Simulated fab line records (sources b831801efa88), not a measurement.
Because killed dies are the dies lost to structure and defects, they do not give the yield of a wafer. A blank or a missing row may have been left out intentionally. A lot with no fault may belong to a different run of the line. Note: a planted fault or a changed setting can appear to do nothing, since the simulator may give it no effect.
Chamber matching	flow sky130	SKY_VIA2_ETCH_14 on rie_diel-04: 4 sister chambers
The step etches BARC in N2/H2, stops on SiO2, time 45.9 s, target depth 60 nm. 18 wafers are shown with their chamber, then 9 later ones without.

EACH WAFER AND ITS CHAMBER
wafer	chamber	drypump_motor_current_A (A)	oes_product_au (a.u.)	throttle_valve_pct (%)
L075.2	0	5.3	0.851	13.221
L075.3	2	6.0	0.850	13.216
L075.5	2	6.0	0.845	13.234
L077.1	2	5.9	0.855	13.214
L077.4	3	5.0	0.853	13.220
L077.6	2	6.0	0.852	13.222
L078.1	3	5.0	0.858	13.225
L078.4	2	6.0	0.862	13.228
L078.6	0	5.3	0.850	13.212
L085.2	2	5.9	0.850	13.229
L085.3	3	5.0	0.858	13.232
L085.6	3	5.0	0.848	13.227
L088.1	1	5.6	0.858	13.231
L088.2	0	5.3	0.854	13.227
L088.6	3	5.0	0.851	13.218
L090.3	1	5.6	0.855	13.216
L090.5	1	5.6	0.857	13.241
L090.6	2	6.0	0.857	13.244

SIGNATURES (means of the wafers above)
reading	chamber 0	chamber 1	chamber 2	chamber 3	scatter within a chamber
drypump_motor_current_A	5.300	5.600	5.971	5.000	0.0319
oes_product_au	0.85167	0.85667	0.85300	0.85360	0.00443
throttle_valve_pct	13.22000	13.22933	13.22671	13.22440	0.00931
Rule: for a wafer and a chamber, the distance is found by dividing, reading by reading, the gap between the wafer's reading and the chamber's mean by the reading's scatter, squaring, summing and taking the root. The wafer belongs to the nearest chamber; if the next one is less than 2 further off, it can't be placed. How the scatter is found: for the shown wafers, subtract from each reading the mean of its chamber, square and add these, divide the total by (wafers less chambers), then take the root.

WAFERS WITH NO CHAMBER GIVEN
wafer	drypump_motor_current_A (A)	oes_product_au (a.u.)	throttle_valve_pct (%)
L092.2	5.6	0.854	13.233
L092.3	5.0	0.854	13.210
L092.6	5.9	0.857	13.238
L091.3	6.0	0.855	13.225
L091.4	5.6	0.852	13.222
L091.6	5.6	0.861	13.233
L097.2	6.0	0.853	13.224
L097.4	5.6	0.854	13.225
L097.5	5.3	0.854	13.238

CHAMBER TAKEN BY EACH
wafer	from the rows above	in truth
L092.2	1	1
L092.3	3	3
L092.6	2	2
L091.3	2	2
L091.4	1	1
L091.6	1	1
L097.2	2	2
L097.4	1	1
L097.5	0	0
Correct placement for 9 of the 9. Number that these rows cannot place: 0. Number placed wrongly: 0.
